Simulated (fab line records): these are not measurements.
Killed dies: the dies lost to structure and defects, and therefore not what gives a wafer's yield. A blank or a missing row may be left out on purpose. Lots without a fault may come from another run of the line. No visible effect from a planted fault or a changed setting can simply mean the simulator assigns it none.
fab line records	flow sky130
record lots=5	wafers=14	last_day=50
route steps=708 shown NWELL@82 PWDE@84 VT_ADJUST_HVTP@85 VT_ADJUST_LVTN@97 VT_ADJUST_NCORE@119 PAD_OPEN@708
lots that met no fault: from a run of the same line without faults
start_h: the number of hours between the record's first day and the start of the first shown wafer of the lot	wait_h: how many hours have passed since the lot's step before this one	" the same as in the row above	L1.1+2: a row that stands for several wafers	- no value, or no start given	* or withheld: withheld	< > ~ a bound
route shown NAME@n: a module of which the file shows steps, and the number in the route of the first	usual: average and standard deviation across the fault-free wafers	same: alike in all rows	chamber/n: place in a boat	sites: per-site readings	_std_site: how widely they spread, as a standard deviation	_edge_site: the outer-site mean with the inner-site mean subtracted	radius_mm: how far each site lies from the wafer's centre	mask NAME#n: copy n	behind: tool/chamber where the wafer was last shaped	hold: what put the lot on hold/how long, in hours/how the hold closed	device: which transistor (n, p or np) failed to switch	end of line: the tests these same wafers got at the end of their route	a step without rows: its recipe alone	killed: not the wafer's yield, but the dies lost to structure and defects at the first sort	map: shows each die of a wafer: x if killed, . if not, _ if none is there
set.NAME: setting as actually run; set.NAME@STEP: the setting as run at that earlier step	model.NAME: the simulator's own value behind a step, which no gauge read
a table for each step, a row for each wafer; lots at some steps of the route
services: a tool's chamber out of use, with start hour (start_h, from the record's first day; less than 0 if before it), hours out, and reason
## steps
# step SKY_NWELL_RS_MEAS_29
# recipe thk_meas_gauge=four-point-probe
# usual NWELL_RS=625.5/1.8
lot.wafer	tool	chamber	start_h	wait_h	NWELL_RS[ohm/sq]
L668.2	film_metro-01	-	102.93	0.1	628.2
L668.3	"	-	"	"	627.2
L668.4	"	-	"	"	628.0
L669.1	film_metro-03	-	111.80	0.1	624.1
L669.4	"	-	"	"	623.5
L669.5	"	-	"	"	626.7
L674.1	film_metro-03	-	139.11	0.1	624.7
L674.5	"	-	"	"	625.0
L674.6	"	-	"	"	623.3
L679.1	film_metro-01	-	169.60	0.1	626.5
L679.2	"	-	"	"	626.8
L679.5	"	-	"	"	623.0
L690.1	film_metro-04	-	237.10	0.1	627.5
L690.3	"	-	"	"	625.8
# step SKY_NWELL_RS_MEAS_31
# recipe thk_meas_gauge=four-point-probe
# usual PWDE_RS=5282/18
lot.wafer	tool	chamber	start_h	wait_h	PWDE_RS[ohm/sq]
L668.2	film_metro-01	-	103.17	0.1	5262
L668.3	"	-	"	"	5280
L668.4	"	-	"	"	5276
L669.1	film_metro-03	-	112.04	0.1	5258
L669.4	"	-	"	"	5267
L669.5	"	-	"	"	5276
L674.1	film_metro-03	-	139.35	0.1	5276
L674.5	"	-	"	"	5244
L674.6	"	-	"	"	5251
L679.1	film_metro-01	-	169.84	0.1	5308
L679.2	"	-	"	"	5280
L679.5	"	-	"	"	5281
L690.1	film_metro-04	-	237.34	0.1	5270
L690.3	"	-	"	"	5285
# step SKY_VT_ADJUST_HVTP_DEHYDRATE_00
# recipe temp_c=200	time_s=60
# step SKY_VT_ADJUST_HVTP_HMDS_01
# recipe prime_time_s=60	prime_temp_c=120
# step SKY_VT_ADJUST_HVTP_COAT_02
# recipe resist=NOVOLAK	spin_rpm=3000	resist_thk_nm=1140
# step SKY_VT_ADJUST_HVTP_SOFTBAKE_03
# recipe temp_c=90	time_s=60	resist=NOVOLAK
# step SKY_VT_ADJUST_HVTP_EXPOSE_04
# recipe mask_id=HVTPM	na=0.6	source_shape=conventional	sigma_outer=0.6	polarization=unpolarized	target_cd_nm=380	dose_mj=140
# step SKY_VT_ADJUST_HVTP_PEB_05
# recipe temp_c=withheld	time_s=*	resist=NOVOLAK
# step SKY_VT_ADJUST_HVTP_DEVELOP_06
# recipe resist=NOVOLAK	developer=TMAH	develop_time_s=60	dev_temp_c=23
# step SKY_VT_ADJUST_HVTP_CD_MEAS_07
# recipe target_cd_nm=380
# usual cd_nm=380.2/2.8
lot.wafer	tool	chamber	start_h	wait_h	cd_nm
L668.2	cd_sem-02	-	121.16	0.1	378.9
L668.3	"	-	"	"	380.2
L668.4	"	-	"	"	377.2
L669.1	cd_sem-02	-	129.85	0.1	385.6
L669.4	"	-	"	"	382.7
L669.5	"	-	"	"	384.1
L674.1	cd_sem-01	-	158.70	0.1	379.6
L674.5	"	-	"	"	377.5
L674.6	"	-	"	"	379.1
L679.1	cd_sem-02	-	190.41	0.1	379.6
L679.2	"	-	"	"	382.5
L679.5	"	-	"	"	383.4
L690.1	cd_sem-02	-	260.41	0.1	381.1
L690.3	"	-	"	"	381.5
# step SKY_VT_ADJUST_HVTP_OVL_MEAS_08
# usual VT_ADJUST_HVTP_OVL=-0.8/1.8
lot.wafer	tool	chamber	start_h	wait_h	VT_ADJUST_HVTP_OVL[nm]
L668.2	overlay-01	-	121.27	0.1	0.6
L668.3	"	-	"	"	3.1
L668.4	"	-	"	"	2.2
L669.1	overlay-01	-	129.97	0.1	-2.7
L669.4	"	-	"	"	-2.5
L669.5	"	-	"	"	-3.6
L674.1	overlay-01	-	158.82	0.1	-3.3
L674.5	"	-	"	"	-3.3
L674.6	"	-	"	"	-2.5
L679.1	overlay-01	-	190.53	0.1	-1.0
L679.2	"	-	"	"	-0.2
L679.5	"	-	"	"	-0.9
L690.1	overlay-02	-	260.53	0.1	2.7
L690.3	"	-	"	"	4.0
# step SKY_VT_ADJUST_HVTP_IMPLANT_09
# recipe species=As	energy_kev=150	dose_cm2=4.3e+12	tilt_deg=withheld
lot.wafer	tool	chamber	start_h	wait_h
L668.2+3+4	implanter-01	0	121.32	0.0
L669.1+4+5	implanter-01	0	130.01	0.0
L674.1+5+6	implanter-01	0	158.86	0.0
L679.1+2+5	implanter-04	0	190.57	0.0
L690.1+3	implanter-01	0	260.57	0.0
# step SKY_VT_ADJUST_HVTP_STRIP_10
# recipe chemistry=O2/N2	power_w=1400	pressure_mtorr=1500	platen_temp_c=withheld	o2_flow_sccm=3000	n2_flow_sccm=300	overash_fraction=0.5
# usual drypump_motor_current_A=5.6/0.52	oes_product_au=0.716/0.0046	strip_time_to_endpoint_s=14.17/0.039
lot.wafer	tool	chamber	start_h	wait_h	drypump_motor_current_A	oes_product_au	rf_hours_counter_h	strip_time_to_endpoint_s
L668.2	plasma_asher-01	0	121.45	0.1	5.3	0.717	0	14.24
L668.3	"	0	"	"	5.3	0.726	-	14.24
L668.4	"	1	"	"	5.6	0.724	-	14.20
L669.1	plasma_asher-04	1	130.16	0.1	6.5	0.722	45	14.16
L669.4	"	1	"	"	6.5	0.720	-	14.22
L669.5	"	0	"	"	5.2	0.721	-	14.19
L674.1	plasma_asher-03	1	159.01	0.1	5.0	0.718	47	14.24
L674.5	"	1	"	"	5.0	0.715	-	14.23
L674.6	"	0	"	"	5.8	0.720	-	14.26
L679.1	plasma_asher-03	0	190.72	0.1	5.8	0.711	50	14.17
L679.2	"	1	"	"	4.9	0.710	50	14.14
L679.5	"	1	"	"	4.9	0.722	-	14.14
L690.1	plasma_asher-04	0	260.72	0.1	5.2	0.719	58	14.17
L690.3	"	1	"	"	6.5	0.721	-	14.23
# step SKY_VT_ADJUST_HVTP_TW_MEAS_11
# usual VT_ADJUST_HVTP_TW=1348/9
lot.wafer	tool	chamber	start_h	wait_h	VT_ADJUST_HVTP_TW
L668.2	film_metro-02	-	121.56	0.1	1359
L668.3	"	-	"	"	1360
L668.4	"	-	"	"	1358
L669.1	film_metro-03	-	130.26	0.1	1326
L669.4	"	-	"	"	1329
L669.5	"	-	"	"	1333
L674.1	film_metro-03	-	159.11	0.1	1341
L674.5	"	-	"	"	1342
L674.6	"	-	"	"	1336
L679.1	film_metro-02	-	190.82	0.1	1353
L679.2	"	-	"	"	1353
L679.5	"	-	"	"	1352
L690.1	film_metro-02	-	260.82	0.1	1346
L690.3	"	-	"	"	1328
# step SKY_VT_ADJUST_LVTN_DEHYDRATE_00
# recipe temp_c=200	time_s=60
# step SKY_VT_ADJUST_LVTN_HMDS_01
# recipe prime_time_s=60	prime_temp_c=120
# step SKY_VT_ADJUST_LVTN_COAT_02
# recipe spin_rpm=2000	resist_thk_nm=3000
# step SKY_VT_ADJUST_LVTN_SOFTBAKE_03
# recipe temp_c=110	time_s=withheld
# step SKY_VT_ADJUST_LVTN_EXPOSE_04
# recipe mask_id=NWM_COMPLEMENT_LESS_NATIVE	na=0.6	source_shape=conventional	sigma_outer=0.6	polarization=unpolarized	target_cd_nm=840	dose_mj=194
# step SKY_VT_ADJUST_LVTN_PEB_05
# recipe temp_c=115	time_s=withheld
# step SKY_VT_ADJUST_LVTN_DEVELOP_06
# recipe wall_angle_deg=90	developer=TMAH	develop_time_s=60	dev_temp_c=23
# step SKY_VT_ADJUST_LVTN_OVL_MEAS_07
# usual VT_ADJUST_LVTN_OVL=-0.5/1.3
lot.wafer	tool	chamber	start_h	wait_h	VT_ADJUST_LVTN_OVL[nm]
L668.2	overlay-02	-	139.90	-	-0.9
L668.3	"	-	"	"	0.0
L668.4	"	-	"	"	1.2
L669.1	overlay-01	-	149.06	-	-0.2
L669.4	"	-	"	"	-1.3
L669.5	"	-	"	"	-1.5
L674.1	overlay-02	-	178.64	-	-0.5
L674.5	"	-	"	"	-2.0
L674.6	"	-	"	"	-1.4
L679.1	overlay-02	-	211.89	-	1.8
L679.2	"	-	"	"	-1.0
L679.5	"	-	"	"	0.2
L690.1	overlay-01	-	284.81	-	0.4
L690.3	"	-	"	"	2.3
# step SKY_VT_ADJUST_LVTN_IMPLANT_08
# recipe species=B	energy_kev=30	dose_cm2=1.57e+12	tilt_deg=withheld
# step SKY_VT_ADJUST_LVTN_STRIP_09
# recipe chemistry=O2/N2	power_w=1400	pressure_mtorr=1500	platen_temp_c=withheld	o2_flow_sccm=3000	n2_flow_sccm=300	overash_fraction=0.5
# usual drypump_motor_current_A=5.7/0.57	oes_product_au=0.722/0.0042	strip_time_to_endpoint_s=36.89/0.11
lot.wafer	tool	chamber	start_h	wait_h	drypump_motor_current_A	oes_product_au	rf_hours_counter_h	strip_time_to_endpoint_s
L668.2	plasma_asher-04	0	140.08	0.1	5.2	0.721	46	36.82
L668.3	"	0	"	"	5.2	0.725	-	36.82
L668.4	"	1	"	"	6.5	0.723	-	36.82
L669.1	plasma_asher-01	1	149.25	0.1	5.6	0.725	3	36.92
L669.4	"	1	"	"	5.6	0.725	-	36.74
L669.5	"	1	"	"	5.6	0.720	-	36.84
L674.1	plasma_asher-02	1	178.83	0.1	5.3	0.725	37	36.85
L674.5	"	0	"	"	6.8	0.717	-	36.83
L674.6	"	1	"	"	5.4	0.727	-	36.86
L679.1	plasma_asher-02	1	212.08	0.1	5.3	0.724	41	36.84
L679.2	"	0	"	"	6.7	0.723	41	36.84
L679.5	"	0	"	"	6.7	0.722	-	36.80
L690.1	plasma_asher-02	0	285.00	0.1	6.8	0.726	48	36.96
L690.3	"	1	"	"	5.4	0.718	-	37.01
# step SKY_VT_ADJUST_LVTN_TW_MEAS_10
# usual VT_ADJUST_LVTN_TW=238.1/3
lot.wafer	tool	chamber	start_h	wait_h	VT_ADJUST_LVTN_TW
L668.2	film_metro-04	-	140.19	0.1	240.9
L668.3	"	-	"	"	241.3
L668.4	"	-	"	"	241.6
L669.1	film_metro-01	-	149.35	0.1	235.5
L669.4	"	-	"	"	235.1
L669.5	"	-	"	"	235.6
L674.1	film_metro-04	-	178.93	0.1	240.4
L674.5	"	-	"	"	239.8
L674.6	"	-	"	"	240.4
L679.1	film_metro-01	-	212.18	0.1	236.0
L679.2	"	-	"	"	234.6
L679.5	"	-	"	"	233.0
L690.1	film_metro-04	-	285.10	0.1	242.0
L690.3	"	-	"	"	240.4
# step SKY_VT_ADJUST_LVTN_DEHYDRATE_11
# recipe temp_c=200	time_s=60
# step SKY_VT_ADJUST_LVTN_HMDS_12
# recipe prime_time_s=60	prime_temp_c=120
# step SKY_VT_ADJUST_LVTN_COAT_13
# recipe resist=NOVOLAK	spin_rpm=3000	resist_thk_nm=1140
# step SKY_VT_ADJUST_LVTN_SOFTBAKE_14
# recipe temp_c=90	time_s=60	resist=NOVOLAK
# step SKY_VT_ADJUST_LVTN_EXPOSE_15
# recipe mask_id=HVN_STD_DERIVED	na=0.6	source_shape=conventional	sigma_outer=0.6	polarization=unpolarized	target_cd_nm=600	dose_mj=163
# step SKY_VT_ADJUST_LVTN_PEB_16
# recipe temp_c=withheld	time_s=*	resist=NOVOLAK
# step SKY_VT_ADJUST_LVTN_DEVELOP_17
# recipe resist=NOVOLAK	developer=TMAH	develop_time_s=60	dev_temp_c=23
# step SKY_VT_ADJUST_LVTN_OVL_MEAS_18
# usual VT_ADJUST_LVTN_01_OVL=-1.2/1.3
lot.wafer	tool	chamber	start_h	wait_h	VT_ADJUST_LVTN_01_OVL[nm]
L668.2	overlay-02	-	158.82	0.1	0.2
L668.3	"	-	"	"	0.2
L668.4	"	-	"	"	1.2
L669.1	overlay-01	-	168.74	0.1	-1.7
L669.4	"	-	"	"	-1.6
L669.5	"	-	"	"	-2.5
L674.1	overlay-01	-	199.09	0.1	-0.7
L674.5	"	-	"	"	-0.5
L674.6	"	-	"	"	0.1
L679.1	overlay-02	-	233.84	0.1	-2.4
L679.2	"	-	"	"	-0.1
L679.5	"	-	"	"	-1.2
L690.1	overlay-01	-	308.91	0.1	-2.2
L690.3	"	-	"	"	-1.3
# step SKY_VT_ADJUST_LVTN_IMPLANT_19
# recipe species=B	energy_kev=30	dose_cm2=6.5e+11	tilt_deg=withheld
# step SKY_VT_ADJUST_LVTN_STRIP_20
# recipe chemistry=O2/N2	power_w=1400	pressure_mtorr=1500	platen_temp_c=withheld	o2_flow_sccm=3000	n2_flow_sccm=300	overash_fraction=0.5
# usual drypump_motor_current_A=5.8/0.61	oes_product_au=0.716/0.0046	strip_time_to_endpoint_s=14.18/0.042
lot.wafer	tool	chamber	start_h	wait_h	drypump_motor_current_A	oes_product_au	rf_hours_counter_h	strip_time_to_endpoint_s
L668.2	plasma_asher-01	1	159.00	0.1	5.6	0.716	4	14.12
L668.3	"	0	"	"	5.3	0.717	-	14.18
L668.4	"	1	"	"	5.6	0.724	-	14.15
L669.1	plasma_asher-01	0	168.93	0.1	5.3	0.722	5	14.15
L669.4	"	0	"	"	5.3	0.711	-	14.16
L669.5	"	0	"	"	5.3	0.715	-	14.14
L674.1	plasma_asher-02	0	199.28	0.1	6.7	0.713	39	14.15
L674.5	"	1	"	"	5.4	0.717	-	14.13
L674.6	"	0	"	"	6.8	0.721	-	14.16
L679.1	plasma_asher-02	1	234.03	0.1	5.3	0.716	43	14.23
L679.2	"	0	"	"	6.7	0.716	43	14.19
L679.5	"	1	"	"	5.4	0.720	-	14.20
L690.1	plasma_asher-02	1	309.09	0.1	5.3	0.712	50	14.08
L690.3	"	1	"	"	5.3	0.723	-	14.15
# step SKY_VT_ADJUST_LVTN_TW_MEAS_21
# usual VT_ADJUST_LVTN_2_TW=186.9/2
lot.wafer	tool	chamber	start_h	wait_h	VT_ADJUST_LVTN_2_TW
L668.2	film_metro-02	-	159.11	0.1	188.3
L668.3	"	-	"	"	188.6
L668.4	"	-	"	"	188.4
L669.1	film_metro-04	-	169.03	0.1	188.6
L669.4	"	-	"	"	188.3
L669.5	"	-	"	"	187.9
L674.1	film_metro-04	-	199.38	0.1	185.8
L674.5	"	-	"	"	186.7
L674.6	"	-	"	"	186.6
L679.1	film_metro-01	-	234.13	0.1	181.6
L679.2	"	-	"	"	183.5
L679.5	"	-	"	"	182.7
L690.1	film_metro-04	-	309.19	0.1	187.8
L690.3	"	-	"	"	188.2
# step SKY_VT_ADJUST_NCORE_DEHYDRATE_00
# recipe temp_c=200	time_s=60
# step SKY_VT_ADJUST_NCORE_HMDS_01
# recipe prime_time_s=60	prime_temp_c=120
# step SKY_VT_ADJUST_NCORE_COAT_02
# recipe resist=NOVOLAK	spin_rpm=3000	resist_thk_nm=1140
# step SKY_VT_ADJUST_NCORE_SOFTBAKE_03
# recipe temp_c=90	time_s=60	resist=NOVOLAK
# step SKY_VT_ADJUST_NCORE_EXPOSE_04
# recipe mask_id=LVTN_COMPLEMENT_THIN	na=0.6	source_shape=conventional	sigma_outer=0.6	polarization=unpolarized	target_cd_nm=380	dose_mj=139
# step SKY_PAD_OPEN_PROBE_99
# usual killed_at_M0_to_M3=42/7.3	killed_at_M4_up=3.4/2	killed_at_contacts=24/5.8	killed_at_front_end=15/4.6	killed_at_other=0.3/0.62	killed_dies=84/9.8	killed_open=47/6.9	killed_short=38/6.3
# same gross_dies=492	killed_at_back_side=0
lot.wafer	tool	chamber	start_h	wait_h	killed_at_M0_to_M3	killed_at_M4_up	killed_at_contacts	killed_at_front_end	killed_at_other	killed_dies	killed_open	killed_short	model.etest.tip_p.rs_ohm_sq_range	model.etest.pfet_01v8.drive_ua_um_range	model.etest.pfet_01v8.vt_v_range
L669.1	prober-02	-	1064.20	0.1	55	2	22	19	0	98	54	44	180.9	12.21	0.01998
L669.4	prober-02	-	1064.35	0.2	44	2	21	9	0	76	51	25	206.5	9.833	0.02238
L669.5	prober-02	-	1064.40	0.2	39	3	35	10	0	87	54	33	218	10.1	0.02747
L668.2	prober-01	-	1067.81	0.1	39	4	22	18	0	83	39	44	153.9	5.96	0.01008
L668.3	prober-01	-	1067.86	0.2	35	0	34	12	0	81	41	40	107.8	7.682	0.008902
L668.4	prober-01	-	1067.91	0.2	41	6	19	16	1	83	47	36	145.3	5.421	0.01131
L674.1	prober-01	-	1165.87	0.1	45	4	28	19	0	96	57	39	173.1	6.955	0.01992
L674.5	prober-01	-	1166.07	0.2	41	3	28	14	0	86	46	40	151.1	9.943	0.01298
L674.6	prober-01	-	1166.12	0.2	26	7	28	15	0	76	35	41	166.1	6.338	0.0101
L679.1	prober-01	-	1168.87	0.1	38	4	11	18	0	71	43	28	208.9	5.061	0.02186
L679.2	prober-01	-	1168.92	0.1	40	2	20	18	0	80	45	35	124	7.323	0.01296
L679.5	prober-01	-	1169.07	0.2	38	2	18	19	0	77	44	33	160.9	12.65	0.01538
L690.1	prober-01	-	1189.01	0.1	41	5	22	15	1	84	46	38	191.3	8.919	0.0125
L690.3	prober-01	-	1189.11	0.2	50	1	21	14	0	86	57	29	1053	42.46	0.1548
# killed by level:class
L669.1 CONTACT:geometric_particle:open=13 VIA3:geometric_particle:open=12 FIELD_ISO:geometric_particle:short=7 VIA2:geometric_particle:short=7 VIA1:geometric_particle:open=6 METAL2:geometric_particle:short=6 VIA3:geometric_particle:short=6 VIA2:geometric_particle:open=5
L669.4 VIA2:geometric_particle:open=11 VIA3:geometric_particle:open=10 CONTACT:geometric_particle:open=8 LI_CONTACT:geometric_particle:open=6 FIELD_ISO:geometric_particle:open=5 LOCAL_INTERCONNECT:geometric_particle:short=4 VIA1:geometric_particle:short=4 VIA3:geometric_particle:short=4
L669.5 LI_CONTACT:geometric_particle:open=12 CONTACT:geometric_particle:open=11 LOCAL_INTERCONNECT:geometric_particle:short=7 VIA1:geometric_particle:open=7 METAL2:geometric_particle:short=6 VIA2:geometric_particle:open=6 VIA3:geometric_particle:open=6 METAL3:geometric_particle:short=5
L668.2 VIA1:geometric_particle:open=11 METAL1:geometric_particle:short=7 CONTACT:geometric_particle:open=6 LOCAL_INTERCONNECT:geometric_particle:short=5 POLY_GATE:geometric_particle:short=5 CONTACT:geometric_particle:short=5 VIA1:geometric_particle:short=5 METAL2:geometric_particle:short=5
L668.3 CONTACT:geometric_particle:open=9 LI_CONTACT:geometric_particle:open=8 CONTACT:geometric_particle:short=7 METAL2:geometric_particle:short=6 VIA2:geometric_particle:open=6 LOCAL_INTERCONNECT:geometric_particle:short=5 VIA3:geometric_particle:open=5 VIA1:geometric_particle:short=5
L668.4 VIA1:geometric_particle:open=10 CONTACT:geometric_particle:open=7 LI_CONTACT:geometric_particle:open=6 METAL1:geometric_particle:short=6 VIA2:geometric_particle:open=5 POLY_GATE:geometric_particle:short=5 VIA3:geometric_particle:open=5 POLY_GATE:geometric_particle:open=4
L674.1 CONTACT:geometric_particle:open=15 VIA1:geometric_particle:open=11 VIA2:geometric_particle:open=8 VIA1:geometric_particle:short=7 CONTACT:geometric_particle:short=6 FIELD_ISO:geometric_particle:short=5 LI_CONTACT:geometric_particle:open=4 METAL2:geometric_particle:short=4
L674.5 VIA1:geometric_particle:open=10 CONTACT:geometric_particle:open=9 LI_CONTACT:geometric_particle:open=7 METAL2:geometric_particle:short=7 VIA3:geometric_particle:open=7 POLY_GATE:geometric_particle:open=5 METAL3:geometric_particle:short=5 FIELD_ISO:geometric_particle:short=4
L674.6 CONTACT:geometric_particle:open=9 LI_CONTACT:geometric_particle:open=6 VIA1:geometric_particle:open=6 FIELD_ISO:geometric_particle:short=5 METAL4:geometric_particle:short=5 FIELD_ISO:geometric_particle:open=4 LI_CONTACT:geometric_particle:short=4 CONTACT:geometric_particle:short=4
L679.1 VIA1:geometric_particle:open=10 VIA3:geometric_particle:open=9 POLY_GATE:geometric_particle:open=7 METAL1:geometric_particle:short=7 FIELD_ISO:geometric_particle:open=4 CONTACT:geometric_particle:open=4 METAL4:geometric_particle:short=4 VIA2:geometric_particle:open=4
L679.2 VIA1:geometric_particle:open=12 CONTACT:geometric_particle:open=9 METAL1:geometric_particle:short=8 POLY_GATE:geometric_particle:short=6 LI_CONTACT:geometric_particle:open=6 VIA2:geometric_particle:open=5 FIELD_ISO:geometric_particle:open=4 METAL3:geometric_particle:short=4
L679.5 VIA1:geometric_particle:open=10 LI_CONTACT:geometric_particle:open=7 FIELD_ISO:geometric_particle:short=5 POLY_GATE:geometric_particle:open=5 METAL2:geometric_particle:short=5 CONTACT:geometric_particle:open=5 METAL1:geometric_particle:short=4 VIA1:geometric_particle:short=4
L690.1 CONTACT:geometric_particle:open=10 VIA1:geometric_particle:open=8 VIA2:geometric_particle:open=6 METAL3:geometric_particle:short=5 CONTACT:geometric_particle:short=5 METAL1:geometric_particle:short=5 VIA3:geometric_particle:open=5 FIELD_ISO:geometric_particle:short=4
L690.3 VIA2:geometric_particle:open=16 CONTACT:geometric_particle:open=10 VIA1:geometric_particle:short=9 VIA1:geometric_particle:open=9 FIELD_ISO:geometric_particle:open=5 LI_CONTACT:geometric_particle:open=5 VIA3:geometric_particle:open=5 CONTACT:geometric_particle:short=3
## services
tool	chamber	start_h	hours	kind
plasma_asher-01	-	108.75	9.0	pm
plasma_asher-01	0	108.75	9.0	vent_cycle
plasma_asher-01	1	108.75	9.0	vent_cycle
plasma_asher-01	0	117.75	-	clean
plasma_asher-01	1	117.75	-	clean
implanter-04	-	119.51	1.2	repair
plasma_asher-03	-	125.48	9.8	pm
plasma_asher-01	-	127.27	1.2	repair
plasma_asher-03	-	142.07	0.8	repair
plasma_asher-03	-	167.32	0.3	repair
implanter-01	-	173.86	3.4	repair
implanter-01	-	175.55	2.7	repair
implanter-04	-	179.70	2.7	repair
implanter-01	-	213.41	2.2	repair
plasma_asher-03	-	272.52	4.3	pm
## key
first_sign none at tools or gauges
model_effect step=SKY_PAD_OPEN_PROBE_99	value=etest.tip_p.rs_ohm_sq_range	without=163.5	struck=1053
met_at SKY_VT_ADJUST_HVTP_IMPLANT_09
struck_wafers L690.3
tester_left_out L690
onset_between 158.86 260.57
fault kind=process_parameter_drift	tool=implanter-01	chamber=-	onset_h=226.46	steps=SKY_VT_ADJUST_HVTP_IMPLANT_09	channel=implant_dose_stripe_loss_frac	offset=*	shape=step	end_h=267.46	scope=struck_wafers_only
# tester_left_out: of these lots the tester's yield and bins aren't shown, on N5 and GAA mostly nor the transistor test; their killed dies are dies lost to structure and defects alone, not to doping, threshold or leakage, so they don't give the yield
